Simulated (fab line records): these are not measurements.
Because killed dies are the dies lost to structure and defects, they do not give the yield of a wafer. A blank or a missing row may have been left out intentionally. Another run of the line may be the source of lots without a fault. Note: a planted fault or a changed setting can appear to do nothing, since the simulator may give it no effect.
fab line records	flow sky130
record: lots: 7	wafers: 18	lastDay: 50
route steps=708 shown LI_CONTACT@364 PAD_OPEN@708
lots that met no fault: taken from a fault-free run of the same line
startH: hours from the record's first day to the start of the lot's first wafer shown	waitH: hours from the lot's prior step to this one	" repeats the value in the row above	L1.1+2: several wafers, shown together as one row	- value missing, or start not given	* or withheld: withheld	< > ~ a bound
route shown NAME@n: NAME is a module with steps in the file, n the number in the route of the first one	usual: mean/standard deviation of fault-free wafers	same: alike in all rows	chamber/n: place in a boat	sites: readings site by site	_std_site: the standard deviation of these	_edge_site: the outer-site mean with the inner-site mean subtracted	radiusMm: how far each site lies from the wafer's centre	mask NAME#n: copy n	behind: tool/chamber where the wafer was last shaped	hold: why the lot was held/for how many hours/how that ended	device: transistor that didn't switch, given as n, p or np	end of line: tests of these same wafers at the route's end	a step given without rows: its recipe and nothing more	killed: not the wafer's yield, but the dies lost to structure and defects at the first sort	map: a wafer's dies, x killed, . not, _ none there
set.NAME: the setting as run; set.NAME@STEP: as run at that earlier step	model.NAME: the simulator's own value behind a step, which no gauge read
a table for each step, a row for each wafer; lots at some steps of the route
services: when a tool's chamber went out of use (startH, in hours from the record's first day, below 0 if earlier), for how many hours, and the reason
== steps ==
step: SKY_LI_CONTACT_CMP_02
recipe: material: PSG	downForcePsi: 4	platenRpm: 60	padVelocityMS: 0.94248
usual: headPressurePsi: 4.000/0.0081	motorCurrentA: 12.6/1.5	timeToEndpointS: 33.0/2.1
lot.wafer	tool	chamber	startH	waitH	headPressurePsi	motorCurrentA	timeToEndpointS
L344.1	cmp-02	3	700.61	0.1	3.996	11.5	32.9
L344.4	"	0	"	"	3.995	10.7	30.0
L344.6	"	1	"	"	4.007	12.2	32.3
L349.2	cmp-01	1	718.13	0.1	4.005	14.0	33.3
L349.1	"	3	"	"	4.011	15.0	35.4
L351.3	cmp-02	2	724.42	0.1	3.997	11.1	35.9
L351.6	"	0	"	"	3.996	10.4	31.6
L352.1	cmp-02	1	734.47	0.1	3.986	12.7	31.5
L352.6	"	1	"	"	3.998	12.1	32.8
L360.3	cmp-01	2	806.28	0.1	4.011	13.9	34.9
L360.2	"	0	"	"	3.987	11.6	35.7
L360.5	"	3	"	"	3.992	15.5	33.5
L362.1	cmp-01	3	806.79	0.1	4.000	14.1	36.0
L362.3	"	1	"	"	3.991	14.2	33.6
L362.6	"	2	"	"	3.987	13.9	34.2
L364.4	cmp-01	0	824.76	0.2	3.998	10.9	35.0
L364.5	"	1	"	"	3.994	14.3	33.5
L364.6	"	2	"	"	4.008	14.2	36.8
step: SKY_LI_CONTACT_BOW_MEAS_03
recipe: mode: bow
usual: LI_CONTACT_BOW: 54/6
lot.wafer	tool	chamber	startH	waitH	LI_CONTACT_BOW[um]
L344.1	filmMetro-03	-	700.81	0.1	47
L344.4	"	-	"	"	58
L344.6	"	-	"	"	46
L349.1	filmMetro-03	-	718.38	0.1	55
L349.2	"	-	"	"	50
L351.3	filmMetro-02	-	724.66	0.2	59
L351.6	"	-	"	"	58
L352.1	filmMetro-01	-	734.72	0.2	46
L352.6	"	-	"	"	51
L360.2	filmMetro-02	-	806.60	0.2	57
L360.3	"	-	"	"	60
L360.5	"	-	"	"	53
L362.1	filmMetro-02	-	807.04	0.2	57
L362.3	"	-	"	"	46
L362.6	"	-	"	"	45
L364.4	filmMetro-03	-	824.97	0.2	55
L364.5	"	-	"	"	48
L364.6	"	-	"	"	60
step: SKY_LI_CONTACT_DEHYDRATE_04
recipe: tempC: 200	timeS: 60
step: SKY_LI_CONTACT_HMDS_05
recipe: primeTimeS: 60	primeTempC: 120
step: SKY_LI_CONTACT_COAT_06
recipe: resist: BARC	tempC: withheld	timeS: withheld	spinRpm: 3000	resistThkNm: 60
step: SKY_LI_CONTACT_COAT_07
recipe: resist: KrF-thick	spinRpm: 3000	resistThkNm: 450
step: SKY_LI_CONTACT_SOFTBAKE_08
recipe: tempC: 100	timeS: 90	resist: KrF-thick
step: SKY_LI_CONTACT_EXPOSE_09
recipe: maskId: LICM1	na: 0.8	sourceShape: annular	sigmaInner: 0.55	sigmaOuter: 0.85	targetCdNm: 170	doseMj: 38
step: SKY_LI_CONTACT_PEB_10
recipe: pebTempC: withheld	pebTimeS: withheld	resist: KrF-thick
step: SKY_LI_CONTACT_DEVELOP_11
recipe: developTimeS: 60	resist: KrF-thick	devTempC: 21
step: SKY_LI_CONTACT_CD_MEAS_12
recipe: targetCdNm: 170
usual: cdNm: 170.2/1.7
lot.wafer	tool	chamber	startH	waitH	cdNm
L344.1	cdSem-01	-	728.82	-	171.6
L344.4	"	-	"	"	171.6
L344.6	"	-	"	"	171.5
L349.1	cdSem-01	-	746.62	-	171.0
L349.2	"	-	"	"	169.3
L351.3	cdSem-02	-	752.23	-	169.3
L351.6	"	-	"	"	170.4
L352.1	cdSem-02	-	762.08	-	171.3
L352.6	"	-	"	"	171.8
L360.2	cdSem-02	-	832.89	-	167.4
L360.3	"	-	"	"	168.3
L360.5	"	-	"	"	166.7
L362.1	cdSem-02	-	834.18	-	172.0
L362.3	"	-	"	"	172.5
L362.6	"	-	"	"	173.3
L364.4	cdSem-01	-	850.95	-	168.6
L364.5	"	-	"	"	167.4
L364.6	"	-	"	"	168.4
step: SKY_LI_CONTACT_OVL_MEAS_13
usual: LI_CONTACT_OVL: 3/6.9
lot.wafer	tool	chamber	startH	waitH	LI_CONTACT_OVL[nm]
L344.1	overlay-02	-	728.94	0.1	15
L344.4	"	-	"	"	3
L344.6	"	-	"	"	-3
L349.1	overlay-01	-	746.74	0.1	10
L349.2	"	-	"	"	4
L351.3	overlay-02	-	752.33	0.1	5
L351.6	"	-	"	"	-3
L352.1	overlay-02	-	762.20	0.1	4
L352.6	"	-	"	"	-2
L360.2	overlay-01	-	833.00	0.1	5
L360.3	"	-	"	"	-4
L360.5	"	-	"	"	-5
L362.1	overlay-01	-	834.30	0.1	6
L362.3	"	-	"	"	14
L362.6	"	-	"	"	-1
L364.4	overlay-02	-	851.03	0.1	5
L364.5	"	-	"	"	-8
L364.6	"	-	"	"	6
step: SKY_LI_CONTACT_ETCH_14
recipe: chemistry: N2/H2	target: BARC	ionEnergyEv: 200	sourceW: 500	biasW: 100	pressureMtorr: 30	n2FlowSccm: 100	h2FlowSccm: 200	stopOn: SiO2	timeS: 45.9	targetDepthA: 600
usual: drypumpMotorCurrentA: 5.9/0.37	oesProductAu: 0.855/0.0049	runLengthS: 74.3/0.59	throttleValvePct: 13.224/0.0087
lot.wafer	tool	chamber	startH	waitH	drypumpMotorCurrentA	oesProductAu	rfHoursCounterH	runLengthS	throttleValvePct	model.etch.depthNm	model.KrF-thick_of_LI_CONTACT_COAT_07.thkNm	model.LI_CONTACT.cdNm
L344.1	rieDiel-01	3	728.98	0.0	6.4	0.851	11	74.0	13.217	60	393.3	171.8
L344.4	"	2	"	"	5.2	0.848	34	74.9	13.236	60.02	393.2	170.9
L344.6	"	0	"	"	5.8	0.856	-	74.8	13.238	60.15	393.7	171.7
L349.1	rieDiel-01	2	746.78	0.0	5.2	0.981	34	35.2	13.239	10.75	431.8	162.9
L349.2	"	0	"	"	5.8	0.858	2	75.0	13.225	59.86	394.3	169.7
L351.3	rieDiel-01	3	752.35	0.0	6.4	0.984	11	34.7	13.225	10.72	430.3	162.5
L351.6	"	1	"	"	5.7	0.857	-	73.8	13.240	59.93	393.3	171.1
L352.1	rieDiel-01	0	762.24	0.0	5.8	0.994	3	36.0	13.244	10.8	433.4	164.2
L352.6	"	1	"	"	5.8	0.855	-	73.8	13.230	60.03	394.9	172
L360.2	rieDiel-04	1	833.03	0.0	5.7	0.853	10	73.3	13.234	59.73	391.2	168.2
L360.3	"	2	"	"	6.0	0.851	26	74.9	13.219	60.02	392	168.5
L360.5	"	2	"	"	6.0	0.855	-	75.0	13.214	60.05	391.6	167.3
L362.1	rieDiel-01	3	834.34	0.0	6.4	0.860	14	74.6	13.239	60.19	396.3	172.5
L362.3	"	0	"	"	5.8	0.863	5	75.3	13.236	60.53	395.2	172.4
L362.6	"	3	"	"	6.3	0.858	-	74.4	13.228	60.34	395.7	173.6
L364.4	rieDiel-03	0	851.07	0.0	6.7	0.859	-	74.2	13.237	60.07	392.6	168.4
L364.5	"	3	"	"	5.7	0.846	-	73.7	13.231	60.02	392.7	167.5
L364.6	"	1	"	"	5.3	0.855	-	73.7	13.214	60.19	394.1	168.9
step: SKY_LI_CONTACT_ETCH_15
recipe: target: PSG	chemistry: C4F8/O2/Ar	stopOn: Si	taperDeg: 4.15	maskMaterial: KrF-thick	sourceW: 1500	biasW: 1200	pressureMtorr: 40	c4f8FlowSccm: withheld	O2_flow_sccm: 6	Ar_flow_sccm: 300	timeS: withheld	targetDepthA: 6000
usual: oesProductAu: 0.837/0.005
lot.wafer	tool	chamber	startH	waitH	oesProductAu	model.KrF-thick_of_LI_CONTACT_COAT_07.thkNm	model.LI_CONTACT.cdNm
L344.1	rieDiel-01	3	729.02	0.0	0.842	233.7	172
L344.4	"	2	"	"	0.832	232.1	170.6
L344.6	"	0	"	"	0.832	234.2	171.7
L349.1	rieDiel-01	2	746.82	0.0	0.841	272.4	162.5
L349.2	"	0	"	"	0.822	237.1	169.8
L351.3	rieDiel-01	3	752.39	0.0	0.832	272.3	162.3
L351.6	"	1	"	"	0.838	230.1	171.1
L352.1	rieDiel-01	0	762.28	0.0	0.837	275.3	164.3
L352.6	"	1	"	"	0.836	230.6	171.6
L360.2	rieDiel-04	1	833.07	0.0	0.843	231.3	168.7
L360.3	"	2	"	"	0.846	230.3	168.5
L360.5	"	2	"	"	0.835	232.4	167.1
L362.1	rieDiel-01	3	834.38	0.0	0.842	237.1	172.4
L362.3	"	0	"	"	0.839	238.3	172.4
L362.6	"	3	"	"	0.838	235.7	173.8
L364.4	rieDiel-03	0	851.14	0.0	0.828	232.8	168.8
L364.5	"	3	"	"	0.838	233.9	167.4
L364.6	"	1	"	"	0.841	235.2	168.7
step: SKY_LI_CONTACT_STRIP_16
recipe: chemistry: O2/N2	powerW: 1400	pressureMtorr: 1500	platenTempC: withheld	o2FlowSccm: 3000	n2FlowSccm: 300	overashFraction: 0.5
usual: drypumpMotorCurrentA: 5.8/0.46	oesProductAu: 0.376/0.0047	stripTimeToEndpointS: 3.52/0.031
lot.wafer	tool	chamber	startH	waitH	drypumpMotorCurrentA	oesProductAu	rfHoursCounterH	stripTimeToEndpointS
L344.1	plasmaAsher-02	0	729.11	-	5.1	0.372	57	3.52
L344.4	"	0	"	"	5.1	0.362	-	3.50
L344.6	"	0	"	"	5.1	0.386	-	3.54
L349.1	plasmaAsher-04	0	746.91	-	6.4	0.393	93	3.92
L349.2	"	1	"	"	5.5	0.377	93	3.54
L351.3	plasmaAsher-04	1	752.51	-	5.5	0.385	-	3.94
L351.6	"	1	"	"	5.4	0.372	-	3.48
L352.1	plasmaAsher-04	1	762.37	-	5.4	0.403	95	3.97
L352.6	"	0	"	"	6.4	0.377	-	3.47
L360.2	plasmaAsher-03	1	833.16	-	5.9	0.377	9	3.49
L360.3	"	1	"	"	5.9	0.369	-	3.49
L360.5	"	0	"	"	5.6	0.374	-	3.51
L362.1	plasmaAsher-02	1	834.47	-	5.8	0.374	67	3.58
L362.3	"	0	"	"	5.1	0.378	-	3.58
L362.6	"	1	"	"	5.8	0.379	-	3.54
L364.4	plasmaAsher-04	0	851.21	-	6.4	0.380	-	3.52
L364.5	"	0	"	"	6.4	0.376	-	3.53
L364.6	"	1	"	"	5.4	0.376	-	3.54
step: SKY_LI_CONTACT_CLEAN_17
recipe: chemistry: NMP	timeS: 600	tempC: 60	dry: n2Spin
step: SKY_PAD_OPEN_PROBE_99
usual: killed_at_M0_to_M3: 43/7	killed_at_M4_up: 3.4/1.9	killedAtContacts: 24/5.4	killedAtFrontEnd: 15/4.4	killedAtOther: 0.4/0.63	killedDies: 86/9.1	killedOpen: 46/6.6	killedShort: 39/6.6
same: grossDies: 492	killedAtBackSide: 0
lot.wafer	tool	chamber	startH	waitH	killed_at_M0_to_M3	killed_at_M4_up	killedAtContacts	killedAtFrontEnd	killedAtOther	killedDies	killedOpen	killedShort	model.etest.liconPdiff.rcOhm	model.etest.pfet_01v8.rOnOhmUm	model.etest.pfetG5v0d10v5.rOnOhmUm	model.etest.nfetG5v0d10v5.rOnOhmUm	model.etest.nfet_01v8.rOnOhmUm	model.etest.liconNdiff.rcOhm	model.etest.liconHighPo.rcOhm	model.etest.sonosUncharged.rOnOhmUm
L344.1	prober-01	-	1114.86	0.1	43	4	30	16	1	94	54	40	574	2966	4778	1898	839	178	335.9	827.8
L344.4	prober-01	-	1115.01	0.2	49	3	20	18	0	90	49	40	577.3	2927	4794	1874	849.3	182.5	343.4	820.6
L344.6	prober-01	-	1115.11	0.2	42	6	23	11	0	82	37	44	579.6	2973	4790	1874	848	181.2	321	822.3
L349.1	prober-02	-	1129.42	0.1	47	5	16	15	1	84	38	46	788.7	3010	4833	1951	905.6	280.7	426.4	890.2
L349.2	prober-02	-	1129.47	0.1	38	4	24	15	0	81	35	46	585.7	2903	4793	1908	825.9	185	358.9	837.1
L351.3	prober-01	-	1130.87	0.2	51	7	22	20	0	100	48	52	781.5	3009	4857	1995	931.1	291.6	458.9	913.1
L351.6	prober-01	-	1131.02	0.2	48	1	22	17	0	88	53	35	582.7	2865	4682	1871	819	180.1	342.8	823
L352.1	prober-02	-	1136.46	0.1	40	1	29	13	0	83	46	37	731.4	3043	4909	1985	884.6	280.5	405.2	895.9
L352.6	prober-02	-	1136.71	0.2	45	1	20	22	0	88	54	34	559.1	2910	4797	1897	782.4	172	345.4	804.5
L360.2	prober-01	-	1187.29	0.1	44	1	27	13	0	85	59	25	597.5	2822	4640	1844	817	188.8	355	809.7
L360.3	prober-01	-	1187.34	0.2	53	1	14	18	0	86	49	36	589.2	2804	4598	1842	815.2	182.1	353.9	803.4
L360.5	prober-01	-	1187.44	0.2	51	3	29	14	0	97	53	41	630.9	2861	4669	1862	828.3	193.1	361.6	815.7
L362.1	prober-02	-	1188.25	0.1	45	4	21	22	0	92	46	46	573.7	2929	4782	1904	840.7	176.3	339.3	808.5
L362.3	prober-02	-	1188.35	0.2	35	1	34	25	1	96	52	44	577.4	3000	4844	1933	855.5	183.6	357.8	820
L362.6	prober-02	-	1188.50	0.2	40	2	22	14	0	78	41	37	565.4	2950	4821	1932	841.1	181.5	337.5	796.7
L364.4	prober-02	-	1201.17	0.2	47	7	23	16	1	94	44	49	595.9	2760	4544	1826	796	182.8	355.2	791.6
L364.5	prober-02	-	1201.22	0.2	44	1	30	15	1	91	52	39	610.9	2812	4549	1802	792.5	186.5	359.2	797
L364.6	prober-02	-	1201.27	0.2	45	8	30	17	1	101	52	48	588.2	2820	4519	1816	793.2	189	348.7	802.6
killed by level:class
L344.1 CONTACT:geometricParticle:open=17 VIA1:geometricParticle:open=9 METAL1:geometricParticle:short=6 FIELD_ISO:geometricParticle:open=5 LI_CONTACT:geometricParticle:open=5 CONTACT:geometricParticle:short=5 METAL2:geometricParticle:short=5 VIA3:geometricParticle:open=5
L344.4 CONTACT:geometricParticle:open=9 VIA3:geometricParticle:open=8 VIA1:geometricParticle:open=7 VIA2:geometricParticle:open=7 VIA1:geometricParticle:short=6 FIELD_ISO:geometricParticle:open=5 METAL1:geometricParticle:short=5 LI_CONTACT:geometricParticle:open=4
L344.6 METAL1:geometricParticle:short=10 CONTACT:geometricParticle:open=8 CONTACT:geometricParticle:short=7 VIA3:geometricParticle:open=6 VIA2:geometricParticle:open=5 VIA2:geometricParticle:short=5 FIELD_ISO:geometricParticle:short=4 LI_CONTACT:geometricParticle:short=4
L349.1 VIA3:geometricParticle:open=11 VIA1:geometricParticle:open=7 METAL2:geometricParticle:short=7 METAL1:geometricParticle:short=6 CONTACT:geometricParticle:open=5 FIELD_ISO:geometricParticle:short=4 LOCAL_INTERCONNECT:geometricParticle:short=4 VIA2:geometricParticle:short=4
L349.2 CONTACT:geometricParticle:open=7 METAL1:geometricParticle:short=7 CONTACT:geometricParticle:short=6 VIA1:geometricParticle:open=5 METAL2:geometricParticle:short=5 VIA2:geometricParticle:open=5 LI_CONTACT:geometricParticle:short=4 VIA1:geometricParticle:short=4
L351.3 VIA1:geometricParticle:open=10 FIELD_ISO:geometricParticle:short=9 LOCAL_INTERCONNECT:geometricParticle:short=7 METAL2:geometricParticle:short=7 VIA3:geometricParticle:open=7 CONTACT:geometricParticle:open=5 METAL3:geometricParticle:short=5 VIA2:geometricParticle:open=5
L351.6 VIA1:geometricParticle:open=15 CONTACT:geometricParticle:open=11 VIA1:geometricParticle:short=6 FIELD_ISO:geometricParticle:open=5 POLY_GATE:geometricParticle:short=5 VIA2:geometricParticle:short=5 CONTACT:geometricParticle:short=5 VIA2:geometricParticle:open=5
L352.1 LI_CONTACT:geometricParticle:open=12 VIA1:geometricParticle:open=10 VIA1:geometricParticle:short=8 CONTACT:geometricParticle:open=7 VIA2:geometricParticle:open=6 METAL1:geometricParticle:short=5 CONTACT:geometricParticle:short=4 POLY_GATE:geometricParticle:open=3
L352.6 VIA1:geometricParticle:open=11 VIA3:geometricParticle:open=10 CONTACT:geometricParticle:open=9 FIELD_ISO:geometricParticle:short=6 VIA2:geometricParticle:open=6 FIELD_ISO:geometricParticle:open=5 POLY_GATE:geometricParticle:open=5 VIA1:geometricParticle:short=5
L360.2 VIA1:geometricParticle:open=13 LI_CONTACT:geometricParticle:open=12 CONTACT:geometricParticle:open=9 VIA3:geometricParticle:open=8 METAL2:geometricParticle:short=5 VIA2:geometricParticle:open=5 FIELD_ISO:geometricParticle:open=4 VIA3:geometricParticle:short=3
L360.3 VIA3:geometricParticle:open=9 VIA1:geometricParticle:open=8 VIA2:geometricParticle:open=8 METAL1:geometricParticle:short=7 CONTACT:geometricParticle:open=7 FIELD_ISO:geometricParticle:open=6 METAL3:geometricParticle:short=5 METAL2:geometricParticle:short=5
L360.5 CONTACT:geometricParticle:open=13 VIA2:geometricParticle:open=10 VIA1:geometricParticle:open=10 METAL1:geometricParticle:short=8 VIA3:geometricParticle:open=8 LI_CONTACT:geometricParticle:open=5 CONTACT:geometricParticle:short=5 VIA1:geometricParticle:short=5
L362.1 VIA1:geometricParticle:open=14 FIELD_ISO:geometricParticle:short=7 POLY_GATE:geometricParticle:short=6 LI_CONTACT:geometricParticle:short=6 VIA1:geometricParticle:short=6 VIA2:geometricParticle:open=6 VIA3:geometricParticle:open=6 CONTACT:geometricParticle:short=5
L362.3 CONTACT:geometricParticle:open=12 FIELD_ISO:geometricParticle:open=10 VIA1:geometricParticle:open=8 FIELD_ISO:geometricParticle:short=7 METAL1:geometricParticle:short=7 LI_CONTACT:geometricParticle:open=6 CONTACT:geometricParticle:short=6 LOCAL_INTERCONNECT:geometricParticle:short=5
L362.6 CONTACT:geometricParticle:open=9 VIA2:geometricParticle:open=8 VIA1:geometricParticle:open=7 METAL1:geometricParticle:short=6 LI_CONTACT:geometricParticle:open=5 POLY_GATE:geometricParticle:short=4 METAL2:geometricParticle:short=4 VIA3:geometricParticle:open=4
L364.4 CONTACT:geometricParticle:open=10 VIA1:geometricParticle:open=7 LI_CONTACT:geometricParticle:open=6 METAL2:geometricParticle:short=6 VIA2:geometricParticle:short=6 METAL4:geometricParticle:short=6 FIELD_ISO:geometricParticle:short=5 METAL1:geometricParticle:short=5
L364.5 LI_CONTACT:geometricParticle:open=11 VIA1:geometricParticle:open=10 CONTACT:geometricParticle:open=7 LOCAL_INTERCONNECT:geometricParticle:short=7 METAL1:geometricParticle:short=7 VIA3:geometricParticle:open=6 FIELD_ISO:geometricParticle:short=5 VIA1:geometricParticle:short=5
L364.6 VIA1:geometricParticle:open=12 CONTACT:geometricParticle:short=11 CONTACT:geometricParticle:open=9 VIA3:geometricParticle:open=7 METAL1:geometricParticle:short=6 POLY_GATE:geometricParticle:open=5 VIA1:geometricParticle:short=5 METAL4:geometricParticle:short=5
== services ==
tool	chamber	startH	hours	kind
rieDiel-03	2	696.60	-	clean
rieDiel-01	2	698.77	8.5	repair
cmp-01	-	701.43	2.9	pm
cmp-01	-	705.72	3.9	pm
plasmaAsher-03	-	733.75	9.0	pm
cmp-02	-	735.66	0.2	repair
cmp-01	-	741.61	0.6	repair
cmp-02	-	743.54	17.4	pm
cmp-01	-	744.00	4.0	pm
rieDiel-04	-	745.92	2.8	pm
cmp-01	-	748.00	-	consumableReplace:conditioner
cmp-01	-	748.00	-	consumableReplace:pad
rieDiel-01	2	773.24	17.3	repair
cmp-01	-	802.36	3.0	repair
cmp-02	-	804.24	1.8	repair
rieDiel-01	2	808.67	-	clean
rieDiel-01	2	808.67	29.1	scheduledDown
rieDiel-01	2	808.67	29.1	ventCycle
plasmaAsher-02	-	814.99	9.5	repair
cmp-02	-	817.19	6.6	pm
rieDiel-04	2	820.89	9.6	repair
cmp-01	-	834.26	2.6	repair
plasmaAsher-03	-	849.81	5.9	repair
rieDiel-03	2	849.94	5.9	repair
== key ==
firstSign: step: SKY_LI_CONTACT_ETCH_14	reading: runLengthS	direction: down	sigmas: 66	usual: *	struck: *
effect: step: SKY_LI_CONTACT_ETCH_14	reading: oesProductAu	direction: up	sigmas: 27	usual: 0.855	struck: 0.987
effect: step: SKY_LI_CONTACT_STRIP_16	reading: stripTimeToEndpointS	direction: up	sigmas: 14	usual: *	struck: *
modelEffect: step: SKY_LI_CONTACT_ETCH_14	value: etch.depthNm	without: 59.96	struck: 10.76
modelEffect: step: SKY_LI_CONTACT_ETCH_15	value: KrF-thick_of_LI_CONTACT_COAT_07.thkNm	without: 236.9	struck: 273.3
modelEffect: step: SKY_PAD_OPEN_PROBE_99	value: etest.liconPdiff.rcOhm	without: 575	struck: 767.2
metAt SKY_LI_CONTACT_ETCH_14
struckWafers L349.1,L351.3,L352.1
testerLeftOut L349,L351,L352
onsetBetween 728.98 746.78
fault: kind: processParameterDrift	tool: rieDiel-01	chamber: -	onsetH: 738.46	steps: SKY_LI_CONTACT_ETCH_14	channel: timeS	offset: *	shape: step	endH: 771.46	scope: struckWafersOnly	actsIn: *	stated: *
testerLeftOut: of these lots the tester's yield and bins aren't shown, on N5 and GAA mostly nor the transistor test; their killed dies are dies lost to structure and defects alone, not to doping, threshold or leakage, so they don't give the yield
